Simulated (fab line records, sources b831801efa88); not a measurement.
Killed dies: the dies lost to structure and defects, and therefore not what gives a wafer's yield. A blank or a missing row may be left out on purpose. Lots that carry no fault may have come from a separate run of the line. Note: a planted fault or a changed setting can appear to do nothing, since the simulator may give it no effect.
Commonality check across tools -- flow gf180mcu -- Lots sampled 12, wafers sampled 35

== REASON IT WAS OPENED ==
Of 12 lots, 1 have the reading M2_ALCU_RS flagged at GF_M2_RS_MEAS_05. Wafers without a fault read 0.0697 ohm/sq, standard deviation 0.00079.
Rule: a lot is flagged when every wafer of it that has a number lies more than 4 standard deviations from that mean, or none has a number. All remaining lots are regarded as sound.

lot,measured,on,"M2_ALCU_RS (ohm/sq), wafer by wafer",flag
L289,day 18 04:40,film-metro-01,0.0709 0.0709 0.0708,
L291,day 19 01:01,film-metro-03,0.0695 0.0694 0.0696,
L292,day 19 05:34,film-metro-03,0.0692 0.0703 0.0693,
L293,day 19 18:58,film-metro-01,0.0706 0.0696 0.0706,
L295,day 20 12:42,film-metro-04,0.0697 0.0693 0.0689,
L297,day 21 07:15,film-metro-04,0.0703 0.0693 0.0691,
L298,day 21 19:05,film-metro-04,0.0689 0.0700 0.0693,
L299,day 21 19:43,film-metro-04,0.0703 0.0706 0.0702,
L301,day 22 21:28,film-metro-03,0.0685 0.0693 0.0693,
L302,day 23 00:14,film-metro-04,0.0707 0.0703 0.0697,
L309,day 25 03:10,film-metro-04,0.0484 0.0489,FLAGGED
L312,day 26 05:41,film-metro-01,0.0688 0.0692 0.0692,
The numbers of the flagged lots are 0.0486 ohm/sq on average: -0.0210 ohm/sq against the usual, or -27 standard deviations.

== TOOL THAT RAN EACH LOT ==
The record holds 2 process steps before the reading, out of a route of 602 steps. Every cell lists first the tool, next ch and the chambers used by the sampled wafers, and last the start.
lot,flag,GF_M2_SPUTTER_01,GF_M2_SPUTTER_02
L289,,"pvd-sputter-04, day 18 04:31","pvd-sputter-04, day 18 04:33"
L291,,"pvd-sputter-03, day 19 00:53","pvd-sputter-03, day 19 00:55"
L292,,"pvd-sputter-04, day 19 05:26","pvd-sputter-04, day 19 05:28"
L293,,"pvd-sputter-04, day 19 18:51","pvd-sputter-04, day 19 18:53"
L295,,"pvd-sputter-03, day 20 12:34","pvd-sputter-03, day 20 12:35"
L297,,"pvd-sputter-03, day 21 07:07","pvd-sputter-03, day 21 07:08"
L298,,"pvd-sputter-04, day 21 18:57","pvd-sputter-04, day 21 18:59"
L299,,"pvd-sputter-03, day 21 19:36","pvd-sputter-03, day 21 19:38"
L301,,"pvd-sputter-01, day 22 21:20","pvd-sputter-01, day 22 21:22"
L302,,"pvd-sputter-04, day 23 00:07","pvd-sputter-04, day 23 00:08"
L309,FLAGGED,"pvd-sputter-04, day 25 03:01","pvd-sputter-04, day 25 03:03"
L312,,"pvd-sputter-03, day 26 05:32","pvd-sputter-03, day 26 05:34"
What the steps here do:
- GF_M2_SPUTTER_01: material TiN, target thk 30 nm, time 25 s.
- GF_M2_SPUTTER_02: material AlCu, target thk 450 nm, time 23.9 s.
- GF_M2_RS_MEAS_05: measures by four-point-probe.

== FLAGGED OVER TOTAL, TOOL BY TOOL (the gauges that took the reading come last) ==
step,tool,lots run,flagged,share of the flagged lots,sound lots run after its first flagged lot
GF_M2_SPUTTER_01,pvd-sputter-01,1,0,none,-
GF_M2_SPUTTER_01,pvd-sputter-03,5,0,none,-
GF_M2_SPUTTER_01,pvd-sputter-04,6,1,all,0
GF_M2_SPUTTER_02,pvd-sputter-01,1,0,none,-
GF_M2_SPUTTER_02,pvd-sputter-03,5,0,none,-
GF_M2_SPUTTER_02,pvd-sputter-04,6,1,all,0
GF_M2_RS_MEAS_05,film-metro-01,3,0,none,-
GF_M2_RS_MEAS_05,film-metro-03,3,0,none,-
GF_M2_RS_MEAS_05,film-metro-04,6,1,all,0

== WHAT IS ALLOWED BY THE TABLE ==
Every flagged lot was run by 3 rows of the table: pvd-sputter-04 at GF_M2_SPUTTER_01, pvd-sputter-04 at GF_M2_SPUTTER_02 and film-metro-04 at GF_M2_RS_MEAS_05.
- pvd-sputter-04 at GF_M2_SPUTTER_01 ran 6 lots, 1 of them flagged. Its last sound lot is L302 (day 23 00:07), its first flagged lot L309 (day 25 03:01): a fault that began between those two fits.
- pvd-sputter-04 at GF_M2_SPUTTER_02 ran 6 lots, 1 of them flagged. Its last sound lot is L302 (day 23 00:08), its first flagged lot L309 (day 25 03:03): a fault that began between those two fits.
- film-metro-04 at GF_M2_RS_MEAS_05 ran 6 lots, 1 of them flagged. Its last sound lot is L302 (day 23 00:14), its first flagged lot L309 (day 25 03:10): a fault that began between those two fits.
A lot count leaves these 2 tools indistinguishable: every one of them fits a fault beginning at some hour. More lots, or a look at what each step does to the wafer, might.

== WHAT THE SIMULATOR HAD PUT IN ==
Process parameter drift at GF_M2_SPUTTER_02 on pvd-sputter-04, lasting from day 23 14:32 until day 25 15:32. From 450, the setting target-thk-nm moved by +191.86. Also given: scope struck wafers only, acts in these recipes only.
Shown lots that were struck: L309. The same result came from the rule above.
